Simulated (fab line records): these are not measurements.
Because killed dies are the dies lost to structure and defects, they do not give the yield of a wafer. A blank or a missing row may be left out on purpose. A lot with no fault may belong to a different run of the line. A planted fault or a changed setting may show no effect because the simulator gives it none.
fab line records | flow gf180mcu
record: lots: 14 | wafers: 42 | lastDay: 34
route steps=602 shown POLY_GATE@166 M2@376 M4@458 V4@492
lots that met no fault: taken from a fault-free run of the same line
startH: the number of hours between the record's first day and the start of the first shown wafer of the lot | waitH: time in hours since the lot's previous step | " same as the row above | L1.1+2: one row covering several wafers at once | - no value present, or no start provided | * or withheld: withheld | < > ~ a bound
route shown NAME@n: NAME is a module with steps in the file, n the number in the route of the first one | usual: mean/standard deviation of fault-free wafers | same: alike in all rows | chamber/n: place in a boat | sites: the reading at each site | _std_site: the values' standard deviation | _edge_site: inner sites' mean taken away from outer sites' mean | radiusMm: how far each site lies from the wafer's centre | mask NAME#n: copy n | behind: the most recent tool/chamber to have shaped the wafer | hold: cause of the lot's hold/its duration in hours/its outcome | device: which transistor (n, p or np) failed to switch | end of line: tests of these same wafers at the route's end | step lacking rows: just its recipe | killed: the dies lost at the first sort to structure and to defects; this is not the yield of the wafer | map: dies across one wafer; x = killed, . = not, _ = none there
set.NAME: the setting as run; set.NAME@STEP: as run at that earlier step | model.NAME: the simulator's own value behind a step, which no gauge read
one table for each step of the route and one row for each wafer, over a sample of lots
services: a tool's chamber out of use, with start hour (startH, from the record's first day; less than 0 if before it), hours out, and reason
== steps ==
step: GF_POLY_GATE_DEVELOP_09
recipe: developTimeS: 60 | resist: KrF | devTempC: 21
usual: developerTempC: 20.99/0.094
lot.wafer | tool          | chamber | startH | waitH | developerTempC
L347.1    | lithoTrack-01 | 0       | 199.83 | 0.2   | 21.12
L347.4    | "             | 0       | "      | "     | 21.00
L347.5    | "             | 0       | "      | "     | 20.94
L350.1    | lithoTrack-02 | 0       | 220.93 | 0.2   | 20.77
L350.5    | "             | 0       | "      | "     | 20.86
L350.6    | "             | 0       | "      | "     | 20.87
L351.2    | lithoTrack-02 | 0       | 228.36 | 0.2   | 20.98
L351.4    | "             | 0       | "      | "     | 20.90
L351.5    | "             | 0       | "      | "     | 20.95
L352.1    | lithoTrack-02 | 0       | 239.23 | 0.2   | 20.90
L352.4    | "             | 0       | "      | "     | 21.05
L352.6    | "             | 0       | "      | "     | 20.96
L354.1    | lithoTrack-01 | 0       | 247.68 | 0.2   | 21.19
L354.2    | "             | 0       | "      | "     | 21.04
L354.6    | "             | 0       | "      | "     | 21.02
L353.3    | lithoTrack-02 | 0       | 247.88 | 0.1   | 21.06
L353.4    | "             | 0       | "      | "     | 21.00
L353.5    | "             | 0       | "      | "     | 20.94
L358.2    | lithoTrack-02 | 0       | 278.71 | 0.2   | 21.83
L358.4    | "             | 0       | "      | "     | 21.80
L358.6    | "             | 0       | "      | "     | 21.86
L360.1    | lithoTrack-02 | 0       | 290.28 | 0.2   | 21.75
L360.2    | "             | 0       | "      | "     | 21.60
L360.3    | "             | 0       | "      | "     | 21.92
L361.3    | lithoTrack-02 | 0       | 294.48 | 0.1   | 21.91
L361.4    | "             | 0       | "      | "     | 21.84
L361.6    | "             | 0       | "      | "     | 21.70
L362.1    | lithoTrack-01 | 0       | 306.43 | 0.2   | 20.93
L362.3    | "             | 0       | "      | "     | 21.01
L362.5    | "             | 0       | "      | "     | 21.07
L363.1    | lithoTrack-01 | 0       | 311.18 | 0.2   | 20.89
L363.3    | "             | 0       | "      | "     | 21.08
L363.6    | "             | 0       | "      | "     | 20.95
L365.3    | lithoTrack-01 | 0       | 323.48 | 0.1   | 21.20
L365.4    | "             | 0       | "      | "     | 21.12
L365.6    | "             | 0       | "      | "     | 21.24
L367.1    | lithoTrack-01 | 0       | 340.68 | 0.2   | 20.83
L367.3    | "             | 0       | "      | "     | 20.91
L367.5    | "             | 0       | "      | "     | 20.90
L369.3    | lithoTrack-03 | 0       | 353.95 | 0.1   | 20.96
L369.4    | "             | 0       | "      | "     | 20.86
L369.6    | "             | 0       | "      | "     | 20.92
step: GF_M2_CD_MEAS_14
recipe: targetCdNm: 280
usual: cdNm: 279.9/1.3
lot.wafer | tool     | chamber | startH | waitH | cdNm
L347.1    | cdSem-01 | -       | 445.09 | 0.1   | 280.0
L347.4    | "        | -       | "      | "     | 281.0
L347.5    | "        | -       | "      | "     | 281.0
L350.1    | cdSem-02 | -       | 473.69 | 0.1   | 278.9
L350.5    | "        | -       | "      | "     | 278.5
L350.6    | "        | -       | "      | "     | 279.2
L351.2    | cdSem-01 | -       | 485.75 | 0.1   | 279.5
L351.4    | "        | -       | "      | "     | 279.6
L351.5    | "        | -       | "      | "     | 279.8
L352.1    | cdSem-01 | -       | 493.88 | 0.1   | 279.7
L352.4    | "        | -       | "      | "     | 278.8
L352.6    | "        | -       | "      | "     | 279.5
L354.1    | cdSem-01 | -       | 501.23 | 0.1   | 278.4
L354.2    | "        | -       | "      | "     | 278.5
L354.6    | "        | -       | "      | "     | 279.5
L353.3    | cdSem-02 | -       | 507.12 | 0.1   | 279.0
L353.4    | "        | -       | "      | "     | 280.9
L353.5    | "        | -       | "      | "     | 280.9
L358.2    | cdSem-01 | -       | 542.66 | 0.1   | 281.7
L358.4    | "        | -       | "      | "     | 281.3
L358.6    | "        | -       | "      | "     | 282.3
L360.1    | cdSem-02 | -       | 554.73 | 0.1   | 279.2
L360.2    | "        | -       | "      | "     | 279.5
L360.3    | "        | -       | "      | "     | 279.0
L361.3    | cdSem-01 | -       | 557.23 | 0.1   | 279.4
L361.4    | "        | -       | "      | "     | 278.7
L361.6    | "        | -       | "      | "     | 280.0
L362.1    | cdSem-01 | -       | 570.07 | 0.1   | 281.7
L362.3    | "        | -       | "      | "     | 282.5
L362.5    | "        | -       | "      | "     | 282.2
L363.1    | cdSem-02 | -       | 576.53 | 0.1   | 278.9
L363.3    | "        | -       | "      | "     | 279.2
L363.6    | "        | -       | "      | "     | 278.7
L365.3    | cdSem-02 | -       | 591.36 | 0.1   | 278.2
L365.4    | "        | -       | "      | "     | 280.6
L365.6    | "        | -       | "      | "     | 280.6
L367.1    | cdSem-02 | -       | 607.08 | 0.1   | 281.0
L367.3    | "        | -       | "      | "     | 281.0
L367.5    | "        | -       | "      | "     | 281.2
L369.3    | cdSem-02 | -       | 617.28 | 0.1   | 279.5
L369.4    | "        | -       | "      | "     | 279.4
L369.6    | "        | -       | "      | "     | 279.1
step: GF_M4_SPUTTER_02
recipe: material: AlCu | targetThkNm: 450 | powerW: 10600 | timeS: 23.9 | chamberPressurePa: 0.4
usual: throttleValvePct: 30.1/1.2
lot.wafer | tool          | chamber | startH | waitH | throttleValvePct
L347.1    | pvdSputter-03 | -       | 523.62 | 0.0   | 29.7
L347.4    | "             | -       | "      | "     | 32.1
L347.5    | "             | -       | "      | "     | 29.6
L350.1    | pvdSputter-02 | -       | 550.71 | 0.0   | 30.3
L350.5    | "             | -       | "      | "     | 28.4
L350.6    | "             | -       | "      | "     | 30.7
L351.2    | pvdSputter-04 | -       | 561.04 | 0.0   | 31.5
L351.4    | "             | -       | "      | "     | 30.5
L351.5    | "             | -       | "      | "     | 31.7
L352.1    | pvdSputter-02 | -       | 568.17 | 0.0   | 28.5
L352.4    | "             | -       | "      | "     | 30.3
L352.6    | "             | -       | "      | "     | 31.0
L354.1    | pvdSputter-03 | -       | 575.69 | 0.0   | 29.7
L354.2    | "             | -       | "      | "     | 30.4
L354.6    | "             | -       | "      | "     | 30.5
L353.3    | pvdSputter-04 | -       | 581.54 | 0.0   | 28.2
L353.4    | "             | -       | "      | "     | 31.2
L353.5    | "             | -       | "      | "     | 31.8
L358.2    | pvdSputter-04 | -       | 614.87 | 0.0   | 31.1
L358.4    | "             | -       | "      | "     | 31.8
L358.6    | "             | -       | "      | "     | 30.5
L360.1    | pvdSputter-03 | -       | 624.87 | 0.0   | 29.7
L360.2    | "             | -       | "      | "     | 29.7
L360.3    | "             | -       | "      | "     | 32.2
L361.3    | pvdSputter-04 | -       | 628.08 | 0.0   | 28.6
L361.4    | "             | -       | "      | "     | 31.0
L361.6    | "             | -       | "      | "     | 31.8
L362.1    | pvdSputter-04 | -       | 637.39 | 0.0   | 30.6
L362.3    | "             | -       | "      | "     | 28.3
L362.5    | "             | -       | "      | "     | 28.4
L363.1    | pvdSputter-03 | -       | 645.13 | 0.0   | 30.7
L363.3    | "             | -       | "      | "     | 31.8
L363.6    | "             | -       | "      | "     | 29.9
L365.3    | pvdSputter-02 | -       | 658.89 | 0.0   | 30.9
L365.4    | "             | -       | "      | "     | 28.7
L365.6    | "             | -       | "      | "     | 28.7
L367.1    | pvdSputter-02 | -       | 672.54 | 0.0   | 30.2
L367.3    | "             | -       | "      | "     | 31.0
L367.5    | "             | -       | "      | "     | 28.8
L369.3    | pvdSputter-02 | -       | 683.61 | 0.0   | 30.5
L369.4    | "             | -       | "      | "     | 28.8
L369.6    | "             | -       | "      | "     | 28.6
step: GF_V4_ETCH_16
recipe: chemistry: N2/H2 | targetDepthA: withheld | overetchA: withheld | timeS: withheld | target: BARC | ionEnergyEv: 200 | sourceW: 500 | biasW: 100 | pressureMtorr: 30 | n2FlowSccm: 100 | h2FlowSccm: 200
usual: drypumpMotorCurrentA: 5.8/0.48 | oesProductAu: 0.854/0.0043 | throttleValvePct: 13.226/0.0085
lot.wafer | tool       | chamber | startH | waitH | drypumpMotorCurrentA | oesProductAu | throttleValvePct
L347.1    | rieDiel-04 | 1       | 570.70 | 0.0   | 5.2                  | 0.858        | 13.221
L347.4    | "          | 0       | "      | "     | 5.5                  | 0.855        | 13.231
L347.5    | "          | 0       | "      | "     | 5.5                  | 0.857        | 13.233
L350.1    | rieDiel-04 | 2       | 596.08 | 0.0   | 6.0                  | 0.861        | 13.219
L350.5    | "          | 0       | "      | "     | 5.5                  | 0.852        | 13.220
L350.6    | "          | 3       | "      | "     | 5.8                  | 0.855        | 13.214
L351.2    | rieDiel-03 | 3       | 605.10 | 0.0   | 6.7                  | 0.854        | 13.214
L351.4    | "          | 2       | "      | "     | 5.6                  | 0.853        | 13.225
L351.5    | "          | 0       | "      | "     | 5.8                  | 0.853        | 13.229
L352.1    | rieDiel-03 | 2       | 612.28 | 0.0   | 5.6                  | 0.855        | 13.233
L352.4    | "          | 3       | "      | "     | 6.7                  | 0.854        | 13.228
L352.6    | "          | 0       | "      | "     | 5.8                  | 0.849        | 13.212
L354.1    | rieDiel-04 | 3       | 620.00 | 0.0   | 5.8                  | 0.848        | 13.202
L354.2    | "          | 1       | "      | "     | 5.1                  | 0.855        | 13.233
L354.6    | "          | 0       | "      | "     | 5.4                  | 0.848        | 13.218
L353.3    | rieDiel-02 | 0       | 624.43 | 0.0   | 6.4                  | 0.848        | 13.222
L353.4    | "          | 2       | "      | "     | 5.3                  | 0.855        | 13.220
L353.5    | "          | 1       | "      | "     | 6.6                  | 0.856        | 13.236
L358.2    | rieDiel-02 | 3       | 656.95 | 0.0   | 5.9                  | 0.853        | 13.225
L358.4    | "          | 2       | "      | "     | 5.2                  | 0.849        | 13.220
L358.6    | "          | 1       | "      | "     | 6.6                  | 0.854        | 13.233
L360.1    | rieDiel-04 | 1       | 666.45 | 0.0   | 5.2                  | 0.859        | 13.233
L360.2    | "          | 2       | "      | "     | 6.0                  | 0.851        | 13.221
L360.3    | "          | 3       | "      | "     | 5.8                  | 0.851        | 13.224
L361.3    | rieDiel-03 | 3       | 669.06 | 0.0   | 6.7                  | 0.856        | 13.233
L361.4    | "          | 1       | "      | "     | 5.5                  | 0.856        | 13.221
L361.6    | "          | 2       | "      | "     | 5.6                  | 0.855        | 13.213
L362.1    | rieDiel-03 | 2       | 678.45 | 0.0   | 5.6                  | 0.853        | 13.216
L362.3    | "          | 3       | "      | "     | 6.7                  | 0.845        | 13.231
L362.5    | "          | 2       | "      | "     | 5.6                  | 0.860        | 13.215
L363.1    | rieDiel-02 | 2       | 685.20 | 0.0   | 5.3                  | 0.847        | 13.222
L363.3    | "          | 0       | "      | "     | 6.4                  | 0.855        | 13.216
L363.6    | "          | 2       | "      | "     | 5.3                  | 0.849        | 13.230
L365.3    | rieDiel-03 | 1       | 699.28 | 0.0   | 5.5                  | 0.864        | 13.233
L365.4    | "          | 3       | "      | "     | 6.7                  | 0.864        | 13.216
L365.6    | "          | 2       | "      | "     | 5.6                  | 0.853        | 13.226
L367.1    | rieDiel-04 | 1       | 710.98 | 0.0   | 5.2                  | 0.849        | 13.232
L367.3    | "          | 0       | "      | "     | 5.5                  | 0.857        | 13.227
L367.5    | "          | 1       | "      | "     | 5.2                  | 0.850        | 13.227
L369.3    | rieDiel-04 | 2       | 722.70 | 0.0   | 6.0                  | 0.850        | 13.233
L369.4    | "          | 3       | "      | "     | 5.8                  | 0.856        | 13.240
L369.6    | "          | 3       | "      | "     | 5.8                  | 0.851        | 13.235
== services ==
tool          | chamber | startH | hours | kind
pvdSputter-04 | -       | 204.09 | 2.6   | repair
pvdSputter-04 | -       | 204.22 | 3.5   | repair
rieDiel-04    | 3       | 210.02 | 4.9   | repair
rieDiel-03    | 1       | 223.96 | 2.8   | repair
rieDiel-03    | -       | 277.97 | 2.8   | pm
pvdSputter-02 | -       | 282.15 | 11.3  | repair
rieDiel-04    | 3       | 300.69 | 3.1   | repair
rieDiel-04    | 2       | 318.34 | 5.2   | repair
rieDiel-03    | 3       | 319.88 | 8.8   | repair
rieDiel-03    | 2       | 335.55 | 3.9   | repair
rieDiel-04    | -       | 339.08 | 2.8   | pm
rieDiel-03    | 2       | 385.77 | 1.9   | repair
pvdSputter-02 | -       | 394.88 | 1.9   | repair
rieDiel-03    | 3       | 399.78 | 9.1   | repair
rieDiel-03    | 3       | 430.54 | 3.7   | repair
pvdSputter-02 | -       | 444.28 | 6.8   | repair
pvdSputter-02 | -       | 473.15 | 14.5  | repair
rieDiel-03    | 3       | 473.64 | 15.3  | repair
rieDiel-04    | 0       | 491.11 | 6.0   | repair
rieDiel-03    | 0       | 511.85 | 15.8  | repair
rieDiel-04    | -       | 518.52 | 14.6  | pm
rieDiel-04    | 0       | 562.83 | 1.3   | repair
rieDiel-04    | 0       | 657.92 | 14.0  | repair
rieDiel-04    | -       | 659.32 | 5.8   | repair
== key ==
firstSign: step: GF_POLY_GATE_DEVELOP_09 | reading: developerTempC | direction: up | sigmas: 8.6 | usual: * | struck: *
effect none on later readings
metAt GF_POLY_GATE_DEVELOP_09
struckLots L358,L360,L361
testerLeftOut L358,L360,L361
notActingAt GF_M2_CD_MEAS_14,GF_M4_SPUTTER_02,GF_V4_ETCH_16
onsetBetween 247.88 278.71
fault: kind: processParameterDrift | tool: lithoTrack-02 | chamber: - | onsetH: 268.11 | steps: GF_POLY_GATE_DEVELOP_09 | channel: devTempC | offset: * | shape: step | endH: 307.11 | actsIn: * | stated: *
testerLeftOut: of these lots the tester's yield and bins aren't shown, on N5 and GAA mostly nor the transistor test; their killed dies are dies lost to structure and defects alone, not to doping, threshold or leakage, so they don't give the yield
